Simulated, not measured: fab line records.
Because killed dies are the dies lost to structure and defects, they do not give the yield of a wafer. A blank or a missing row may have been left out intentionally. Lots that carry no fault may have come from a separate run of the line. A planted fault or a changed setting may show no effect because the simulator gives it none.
Struck lot and sound lot, side by side -- flow sky130 -- 14 out of 708 route steps
Sound: the wafers L450.1, L450.4, L450.6. Wafers struck: L465.1, L465.2, L465.4. The cause comes at the end.
For every step that has rows: the tool of each side, followed by ch and its chambers, followed by its first start. Under that, the readings that differ: sound wafers -- struck wafers -- difference of the means -- sigmas: that difference in standard deviations of wafers without a fault.
alike: a reading whose means differ by less than 2 such deviations, as well as words and numbers matching on both sides. not compared: withheld readings; readings where some wafer has no value; bounds like >300 that might hide an equal value; numbers whose values overlap and for which the record gives no deviation.
The two part at a step that has a row with sigmas, a row that says differs or no value, or rows on one side only. Numbers that have no deviation but don't overlap get no sigmas and don't part them. A reading missing from all wafers of one side parts the sides only when that side holds two or more wafers.

first, 2 steps without rows for these wafers: SKY_PWDE_PEB_05; SKY_PWDE_DEVELOP_06 (develop time 60 s).
SKY_PWDE_OVL_MEAS_07:
  sound on overlay-01, day 4 06:18; struck on overlay-02, day 7 06:56
  alike: PWDE_OVL
then, 1 step without rows for these wafers: SKY_PWDE_IMPLANT_08.
SKY_PWDE_STRIP_09: strips in O2/N2.
  sound on plasmaAsher-03 ch 1, day 4 06:29; struck on plasmaAsher-02 ch 0,1, day 7 07:08
reading,sound,struck,difference,sigmas
drypumpMotorCurrentA (A),5.3 5.3 5.3,6.9 6.1 6.1,+1.1,+2
n2FlowSccm (sccm),299.7 300.0 299.5,300.4 301.9 303.1,+2.1,+2
  alike: oesProductAu, stripTimeToEndpointS
  not compared: rfHoursCounterH
SKY_PWDE_TW_MEAS_10:
  sound on filmMetro-04, day 4 06:35; struck on filmMetro-02, day 7 07:14
reading,sound,struck,difference,sigmas
PWDE_TW,377 376 377,362 367 364,-12,-3
then, 6 steps without rows for these wafers: SKY_NWELL_DEHYDRATE_03 (time 60 s); SKY_NWELL_HMDS_04 (prime time 60 s); SKY_NWELL_COAT_05 (resist thk 3000 nm); SKY_NWELL_SOFTBAKE_06; SKY_NWELL_EXPOSE_07 (exposes mask NWM, target cd 840 nm); SKY_NWELL_PEB_08.
SKY_NWELL_DEVELOP_09: develop time 60 s.
  struck on lithoTrack-04, day 8 02:00; sound on lithoTrack-02 ch 0, day 4 23:00
  no value came back on the struck wafers for chillPlateTempC (C), developTimeS (s), exhaustPa (Pa), resistLineTempC (C); on the sound wafers chillPlateTempC (C) reads 22.95 22.96 23.02
SKY_NWELL_OVL_MEAS_10:
  sound on overlay-01, day 4 23:18; struck on overlay-01, day 8 03:00
reading,sound,struck,difference,sigmas
NWELL_00_OVL (nm),1.1 -0.9 -1.9,- - -,no value on the struck wafers,

WHERE THEY PART
Last at SKY_NWELL_OVL_MEAS_10 as far as this record goes, first at SKY_PWDE_STRIP_09.

WHY: what the simulator had put in
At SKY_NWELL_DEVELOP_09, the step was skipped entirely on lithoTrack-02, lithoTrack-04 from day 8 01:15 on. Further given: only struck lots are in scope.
